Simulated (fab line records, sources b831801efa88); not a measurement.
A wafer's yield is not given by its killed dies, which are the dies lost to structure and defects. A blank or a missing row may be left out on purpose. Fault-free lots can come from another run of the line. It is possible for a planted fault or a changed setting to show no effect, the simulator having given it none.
Lot-split experiment    flow sky130    on a route of 708 steps: 5 lots, 23 wafers read

THE SPLIT
At SKY_VIA2_HDPCVD_00 (deposits SiO2, target thk 1180 nm, time 196.7 s), the setting time_s was moved away from the recipe's 196.7 s on 7 of the 23 wafers read, by -5.5% to +9.8%. For the rest of the wafers, this setting stayed at what the recipe calls for.

Split to reading: the file shows no intervening step.

THE READING
At SKY_VIA2_THK_MEAS_01: VIA2_HDPCVD_THK, given in nm. Typical for fault-free wafers on this fab line: 1187 nm, with standard deviation 11 nm.

wafer   tool, chamber at the split  time_s as run, s  against the recipe  VIA2_HDPCVD_THK, nm  against lot-mates on the recipe
L074.1  hdpcvd-02, 1                196.7             recipe              1178                 -
L074.2  hdpcvd-02, 2                196.7             recipe              1209                 -
L074.4  hdpcvd-02, 2                196.7             recipe              1208                 -
L074.5  hdpcvd-02, 1                216               +9.8%               1296                 +98
L074.6  hdpcvd-02, 0                216               +9.8%               1308                 +110
L078.1  hdpcvd-02, 0                196.7             recipe              1181                 -
L078.2  hdpcvd-02, 1                185.8             -5.5%               1104                 -96
L078.3  hdpcvd-02, 2                196.7             recipe              1197                 -
L078.5  hdpcvd-02, 2                196.7             recipe              1222                 -
L078.6  hdpcvd-02, 0                185.8             -5.5%               1128                 -72
L080.1  hdpcvd-01, 0                196.7             recipe              1175                 -
L080.3  hdpcvd-01, 2                196.7             recipe              1189                 -
L080.6  hdpcvd-01, 2                196.7             recipe              1191                 -
L082.1  hdpcvd-01, 2                207.4             +5.4%               1248                 +68
L082.3  hdpcvd-01, 1                196.7             recipe              1174                 -
L082.4  hdpcvd-01, 2                207.4             +5.4%               1251                 +71
L082.5  hdpcvd-01, 1                196.7             recipe              1186                 -
L082.6  hdpcvd-01, 0                207.4             +5.4%               1244                 +64
L085.1  hdpcvd-02, 1                196.7             recipe              1175                 -
L085.2  hdpcvd-02, 2                196.7             recipe              1207                 -
L085.4  hdpcvd-02, 2                196.7             recipe              1206                 -
L085.5  hdpcvd-02, 1                196.7             recipe              1181                 -
L085.6  hdpcvd-02, 0                196.7             recipe              1203                 -

FIT RESULTS
A straight line over all 23 wafers: VIA2_HDPCVD_THK changes by +11.5 nm for each +1% of time_s; r = +0.95; the points scatter about the line by 14 nm.
The same after taking each lot's own level away (the mean of its wafers on the recipe; 23 wafers): +12.1 nm for each +1%; r = +0.96; scatter 14 nm.
According to that fit, moving time_s by its largest amount changes the reading by 1.2e+02 nm.
Across the lots, their own levels run from 1180.0 to 1200.0 nm, a range of 1.8 times the standard deviation given above.
Consequently the slope shifts little with the lot-to-lot level, the two slopes agreeing.
Check: +123 nm against its lot-mates is what the line predicts for one of the wafers moved furthest among these (+9.8%) when that wafer is left out of the fit. It came out at +97.7 nm against them.

THESE WAFERS: OTHER SPLITS
Before the reading, these wafers also passed through other splits. Each is held against what the fit with the lots' levels taken away leaves over:
other split on the same wafers      wafers away from the commonest value  r with VIA2_HDPCVD_THK (lot level and that fit taken away)
SKY_METAL1_SPUTTER_00 power_w       11                                    +0.13
SKY_VIA1_HDPCVD_00 sih4_flow_sccm   6                                     -0.11
SKY_VIA1_COAT_07 resist_thk_nm      5                                     -0.29
SKY_VIA1_DEVELOP_11 develop_time_s  4                                     +0.01
SKY_METAL2_SPUTTER_01 power_w       5                                     +0.07
SKY_METAL2_SPUTTER_02 power_w       9                                     -0.28

THE WHOLE CHAIN: every reading that the file lists as answering this split, in the file's order
step                  what it does                                     reading                                                                         change (the file's fit)               r (the file's)
SKY_VIA2_HDPCVD_00    deposits SiO2, target thk 1180 nm, time 196.7 s  SiO2_of_VIA2_HDPCVD_00.thk_nm (the simulator's own value, which no gauge read)  +11.8 nm for each +1% of the setting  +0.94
SKY_VIA2_THK_MEAS_01                                                   VIA2_HDPCVD_THK                                                                 +11.8 for each +1% of the setting     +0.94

THE FILE'S OWN FIT
VIA2_HDPCVD_THK changes by +11.8 nm for each +1% of time_s, r = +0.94.
